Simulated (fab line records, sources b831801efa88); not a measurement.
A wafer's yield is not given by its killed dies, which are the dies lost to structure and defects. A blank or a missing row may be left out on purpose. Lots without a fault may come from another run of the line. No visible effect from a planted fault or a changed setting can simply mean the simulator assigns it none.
Which of the tools did it? + flow gf180mcu + Sampling: 24 lots, 72 wafers, 5 of 602 route steps

WHAT THE GAUGES READ, wafer by wafer
GF_M2_RS_MEAS_05: a four-point-probe measurement.
| lot  | measured     | on           | M2_ALCU_RS (ohm/sq)  |
|------|--------------|--------------|----------------------|
| L074 | day 18 04:47 | filmMetro-01 | 0.0697 0.0712 0.0713 |
| L075 | day 18 19:41 | filmMetro-01 | 0.0688 0.0705 0.0691 |
| L076 | day 18 23:13 | filmMetro-04 | 0.0693 0.0693 0.0707 |
| L077 | day 19 02:47 | filmMetro-02 | 0.0689 0.0680 0.0680 |
| L078 | day 19 19:58 | filmMetro-02 | 0.0679 0.0699 0.0694 |
| L079 | day 20 02:04 | filmMetro-01 | 0.0697 0.0696 0.0706 |
| L080 | day 20 08:21 | filmMetro-02 | 0.0685 0.0693 0.0698 |
| L081 | day 21 03:42 | filmMetro-04 | 0.0689 0.0692 0.0697 |
| L082 | day 21 09:04 | filmMetro-04 | 0.0683 0.0691 0.0684 |
| L083 | day 21 11:06 | filmMetro-02 | 0.0709 0.0699 0.0679 |
| L084 | day 22 04:20 | filmMetro-02 | 0.0701 0.0699 0.0703 |
| L085 | day 22 07:43 | filmMetro-02 | 0.0675 0.0686 0.0677 |
| L086 | day 23 02:36 | filmMetro-02 | 0.0680 0.0674 0.0687 |
| L087 | day 23 04:19 | filmMetro-04 | 0.0702 0.0703 0.0712 |
| L088 | day 23 07:25 | filmMetro-02 | 0.0694 0.0667 0.0695 |
| L089 | day 23 17:10 | filmMetro-02 | 0.0695 0.0708 0.0698 |
| L090 | day 24 02:04 | filmMetro-04 | 0.0693 0.0684 0.0689 |
| L092 | day 24 14:14 | filmMetro-01 | 0.0693 0.0694 0.0702 |
| L091 | day 24 17:13 | filmMetro-02 | 0.0687 0.0695 0.0689 |
| L093 | day 25 01:07 | filmMetro-01 | 0.0698 0.0697 0.0690 |
| L094 | day 25 05:44 | filmMetro-04 | 0.0702 0.0695 0.0708 |
| L095 | day 25 10:55 | filmMetro-02 | 0.0695 0.0698 0.0703 |
| L096 | day 26 02:11 | filmMetro-04 | 0.0709 0.0703 0.0710 |
| L097 | day 26 06:31 | filmMetro-04 | 0.0679 0.0688 0.0681 |

GF_V2_CD_MEAS_14: target cd 260 nm.
| lot  | measured     | on       | cdNm (nm)         |
|------|--------------|----------|-------------------|
| L074 | day 20 06:08 | cdSem-01 | 258.5 261.1 259.9 |
| L075 | day 20 21:31 | cdSem-02 | 261.7 261.3 260.9 |
| L076 | day 21 00:55 | cdSem-02 | 258.6 259.6 258.6 |
| L077 | day 21 04:26 | cdSem-02 | 259.1 260.5 259.8 |
| L078 | day 21 20:41 | cdSem-02 | 260.0 260.1 260.1 |
| L079 | day 22 03:14 | cdSem-01 | 260.4 261.2 259.9 |
| L080 | day 22 09:52 | cdSem-01 | 261.0 261.6 262.5 |
| L081 | day 23 04:01 | cdSem-01 | 260.7 262.5 261.3 |
| L082 | day 23 08:53 | cdSem-01 | 259.6 259.3 259.2 |
| L083 | day 23 11:07 | cdSem-01 | 260.1 260.0 260.9 |
| L084 | day 24 03:20 | cdSem-02 | 259.6 261.2 261.7 |
| L085 | day 24 06:05 | cdSem-02 | 259.4 259.5 259.7 |
| L086 | day 25 00:32 | cdSem-01 | 259.8 258.7 259.6 |
| L087 | day 25 01:43 | cdSem-02 | 258.9 259.8 257.9 |
| L088 | day 25 05:19 | cdSem-02 | 262.7 261.4 261.3 |
| L089 | day 25 13:58 | cdSem-01 | 261.5 260.5 261.6 |
| L090 | day 25 21:34 | cdSem-02 | 259.6 260.1 259.8 |
| L092 | day 26 09:18 | cdSem-01 | 258.2 259.1 258.5 |
| L091 | day 26 11:14 | cdSem-02 | 259.8 259.9 259.9 |
| L093 | day 26 21:01 | cdSem-02 | 257.9 258.2 258.1 |
| L094 | day 27 01:10 | cdSem-01 | 258.3 259.5 259.8 |
| L095 | day 27 05:44 | cdSem-02 | 260.5 260.9 259.4 |
| L096 | day 27 20:59 | cdSem-01 | 260.6 260.4 259.4 |
| L097 | day 28 00:25 | cdSem-02 | 258.7 259.2 258.4 |

GF_V4_OVL_MEAS_15.
| lot  | measured     | on         | V4_OVL (nm) |
|------|--------------|------------|-------------|
| L074 | day 24 09:37 | overlay-01 | 4 4 1       |
| L075 | day 24 22:31 | overlay-01 | 4 6 9       |
| L076 | day 25 02:12 | overlay-01 | 8 11 3      |
| L077 | day 25 06:24 | overlay-02 | 10 18 10    |
| L078 | day 25 19:25 | overlay-01 | -3 -3 2     |
| L079 | day 26 01:29 | overlay-01 | 6 6 2       |
| L080 | day 26 07:27 | overlay-02 | -6 -5 -2    |
| L081 | day 27 00:18 | overlay-02 | 4 9 7       |
| L082 | day 27 05:26 | overlay-02 | 3 -4 0      |
| L083 | day 27 06:47 | overlay-02 | 1 -2 -1     |
| L084 | day 27 21:59 | overlay-02 | 0 -2 3      |
| L085 | day 28 00:16 | overlay-01 | -5 -10 1    |
| L086 | day 28 16:55 | overlay-02 | 7 3 5       |
| L087 | day 28 17:47 | overlay-02 | -9 -1 -2    |
| L088 | day 28 21:48 | overlay-01 | 1 0 3       |
| L089 | day 29 04:32 | overlay-01 | 4 1 -3      |
| L090 | day 29 10:14 | overlay-02 | 10 8 8      |
| L092 | day 29 22:19 | overlay-01 | 10 13 6     |
| L091 | day 29 23:14 | overlay-02 | -5 1 1      |
| L093 | day 30 08:49 | overlay-01 | 9 3 0       |
| L094 | day 30 12:43 | overlay-02 | -4 -7 -8    |
| L095 | day 30 16:34 | overlay-02 | -6 -7 -4    |
| L096 | day 31 06:38 | overlay-01 | 4 7 6       |
| L097 | day 31 09:47 | overlay-02 | 5 8 9       |

TOOL THAT RAN EACH LOT (tool first, then ch and the chambers of the sampled wafers, then the start)
| lot  | GF_M2_SPUTTER_02            | GF_M4_SPUTTER_03            |
|------|-----------------------------|-----------------------------|
| L074 | pvdSputter-04, day 18 04:40 | pvdSputter-02, day 22 11:18 |
| L075 | pvdSputter-04, day 18 19:34 | pvdSputter-02, day 23 00:57 |
| L076 | pvdSputter-04, day 18 23:07 | pvdSputter-04, day 23 04:53 |
| L077 | pvdSputter-01, day 19 02:40 | pvdSputter-01, day 23 08:57 |
| L078 | pvdSputter-02, day 19 19:52 | pvdSputter-01, day 23 23:08 |
| L079 | pvdSputter-04, day 20 01:58 | pvdSputter-01, day 24 05:07 |
| L080 | pvdSputter-04, day 20 08:14 | pvdSputter-02, day 24 11:28 |
| L081 | pvdSputter-02, day 21 03:37 | pvdSputter-01, day 25 04:43 |
| L082 | pvdSputter-01, day 21 08:59 | pvdSputter-04, day 25 09:32 |
| L083 | pvdSputter-02, day 21 11:01 | pvdSputter-01, day 25 11:55 |
| L084 | pvdSputter-02, day 22 04:13 | pvdSputter-04, day 26 02:57 |
| L085 | pvdSputter-01, day 22 07:37 | pvdSputter-01, day 26 06:25 |
| L086 | pvdSputter-02, day 23 02:27 | pvdSputter-04, day 26 23:24 |
| L087 | pvdSputter-01, day 23 04:13 | pvdSputter-02, day 27 00:30 |
| L088 | pvdSputter-02, day 23 07:19 | pvdSputter-04, day 27 04:26 |
| L089 | pvdSputter-01, day 23 17:04 | pvdSputter-02, day 27 12:11 |
| L090 | pvdSputter-02, day 24 01:58 | pvdSputter-02, day 27 19:11 |
| L092 | pvdSputter-01, day 24 14:05 | pvdSputter-01, day 28 07:19 |
| L091 | pvdSputter-02, day 24 17:08 | pvdSputter-02, day 28 07:58 |
| L093 | pvdSputter-04, day 25 01:01 | pvdSputter-01, day 28 18:02 |
| L094 | pvdSputter-04, day 25 05:38 | pvdSputter-02, day 28 21:42 |
| L095 | pvdSputter-01, day 25 10:46 | pvdSputter-02, day 29 02:25 |
| L096 | pvdSputter-04, day 26 02:05 | pvdSputter-02, day 29 17:01 |
| L097 | pvdSputter-02, day 26 06:25 | pvdSputter-01, day 29 19:52 |
- GF_M2_SPUTTER_02: material AlCu, target thk 450 nm, time 23.9 s.
- GF_M4_SPUTTER_03: material Ti, target thk 10 nm, time 6.7 s.

AS READ BY THE TOOLS THEMSELVES (means over the sampled wafers that have a number; for cases with no such wafer, the mark the record gives instead)
GF_M2_SPUTTER_02.
| lot  | tool          | throttleValvePct (%) |
|------|---------------|----------------------|
| L074 | pvdSputter-04 | 30.3                 |
| L075 | pvdSputter-04 | 30.5                 |
| L076 | pvdSputter-04 | 30.6                 |
| L077 | pvdSputter-01 | 29.7                 |
| L078 | pvdSputter-02 | 29.4                 |
| L079 | pvdSputter-04 | 30.0                 |
| L080 | pvdSputter-04 | 30.4                 |
| L081 | pvdSputter-02 | 30.0                 |
| L082 | pvdSputter-01 | 30.1                 |
| L083 | pvdSputter-02 | 29.4                 |
| L084 | pvdSputter-02 | 29.7                 |
| L085 | pvdSputter-01 | 29.9                 |
| L086 | pvdSputter-02 | 29.8                 |
| L087 | pvdSputter-01 | 30.0                 |
| L088 | pvdSputter-02 | 29.5                 |
| L089 | pvdSputter-01 | 29.6                 |
| L090 | pvdSputter-02 | 29.4                 |
| L092 | pvdSputter-01 | 29.8                 |
| L091 | pvdSputter-02 | 29.7                 |
| L093 | pvdSputter-04 | 30.3                 |
| L094 | pvdSputter-04 | 30.5                 |
| L095 | pvdSputter-01 | 29.9                 |
| L096 | pvdSputter-04 | 30.1                 |
| L097 | pvdSputter-02 | 29.6                 |

GF_M4_SPUTTER_03.
| lot  | tool          | throttleValvePct (%) |
|------|---------------|----------------------|
| L074 | pvdSputter-02 | 29.7                 |
| L075 | pvdSputter-02 | 29.5                 |
| L076 | pvdSputter-04 | 30.5                 |
| L077 | pvdSputter-01 | 29.8                 |
| L078 | pvdSputter-01 | 29.7                 |
| L079 | pvdSputter-01 | 30.0                 |
| L080 | pvdSputter-02 | 29.4                 |
| L081 | pvdSputter-01 | 30.1                 |
| L082 | pvdSputter-04 | 30.4                 |
| L083 | pvdSputter-01 | 30.0                 |
| L084 | pvdSputter-04 | 30.1                 |
| L085 | pvdSputter-01 | 29.7                 |
| L086 | pvdSputter-04 | 30.5                 |
| L087 | pvdSputter-02 | 29.7                 |
| L088 | pvdSputter-04 | 30.1                 |
| L089 | pvdSputter-02 | 30.4                 |
| L090 | pvdSputter-02 | 29.7                 |
| L092 | pvdSputter-01 | 30.0                 |
| L091 | pvdSputter-02 | 29.7                 |
| L093 | pvdSputter-01 | 30.0                 |
| L094 | pvdSputter-02 | 30.0                 |
| L095 | pvdSputter-02 | 30.2                 |
| L096 | pvdSputter-02 | 30.3                 |
| L097 | pvdSputter-01 | 29.7                 |

THE ANSWER, worked out from the rows above alone
Rule: the lots themselves supply what counts as usual. The widest of any qualifying gaps counts: lots, ordered by their means at a reading, are off when they make up no more than a third of the lots, leave a main group of 4 or more, and stand apart from it by 3 or more times the standard deviation of that group's means. The tables above print the reading to a certain number of digits; a main group whose means all agree to those digits is not used. Also off: a lot with no number at a reading for which 4 or more lots have one. The other lots that the step has rows for count as sound. Order of review: gauges by route order, followed by the tools' own readings, for which a lot's mean as printed above is used. The first step at which some lot is off is used, and at that step the reading that is off furthest; a lot without a number counts as furthest.
No lot is off on any of the readings shown, so nothing can be concluded from this.

WHAT THE SIMULATOR PUT IN
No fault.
